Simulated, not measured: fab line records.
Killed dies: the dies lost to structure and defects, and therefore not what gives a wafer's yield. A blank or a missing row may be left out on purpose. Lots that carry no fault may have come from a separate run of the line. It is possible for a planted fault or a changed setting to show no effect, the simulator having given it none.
Which tool did it? | flow sky130 | route of 708 steps, sampled at 1 step: 11 lots, 32 wafers

## WHAT EACH GAUGE READ, for each wafer
SKY_VIA3_CD_MEAS_12: the cd target is 200 nm. Usual: 199.8 nm for cd nm, sd 1.6.
lot  | measured     | on        | cd nm (nm)        | flag
L295 | day 39 18:06 | cd sem-02 | 200.7 200.1 199.7 |
L296 | day 40 01:50 | cd sem-02 | 197.9 196.8 196.7 |
L298 | day 40 08:28 | cd sem-01 | 201.7 203.1 201.4 |
L299 | day 41 05:53 | cd sem-02 | 199.8 200.1 198.7 |
L300 | day 41 12:09 | cd sem-01 | 202.0 201.8 203.2 |
L301 | day 41 17:25 | cd sem-01 | 199.5 201.1 199.4 |
L302 | day 42 02:02 | cd sem-01 | 200.2 199.5 199.5 |
L303 | day 42 09:49 | cd sem-02 | 197.4 198.0 197.9 |
L307 | day 43 05:25 | cd sem-02 | 201.3 199.8       |
L311 | day 44 09:56 | cd sem-01 | 200.5 200.7 200.7 |
L317 | day 45 17:38 | cd sem-02 | 199.9 200.2 199.8 |

## WHICH TOOL RAN EACH LOT (tool, then ch and the chambers of the sampled wafers, then the start)
Record: no process step prior to these readings.

## AS READ BY THE TOOLS THEMSELVES (means over the sampled wafers that have a number; for cases with no such wafer, the mark the record gives instead)
The record holds no such reading with a usual standard deviation.

## THE ANSWER, worked out from the rows above alone
Rule: take the mean of a lot's wafers that have a number; if it is more than 3 standard deviations from the usual mean, the lot is off. A lot without any number at a reading at which 4 lots or more have one is off too. The other lots that the step has rows for count as sound. First the gauges in route order, then the tools' own readings, where a lot's mean is used as printed above. At the first step where some lot is off, the reading lying furthest off is the one used; lots without a number count as furthest.
No lot is off at any reading shown: from this, nothing can be told.

## WHAT THE SIMULATOR HAD PUT IN
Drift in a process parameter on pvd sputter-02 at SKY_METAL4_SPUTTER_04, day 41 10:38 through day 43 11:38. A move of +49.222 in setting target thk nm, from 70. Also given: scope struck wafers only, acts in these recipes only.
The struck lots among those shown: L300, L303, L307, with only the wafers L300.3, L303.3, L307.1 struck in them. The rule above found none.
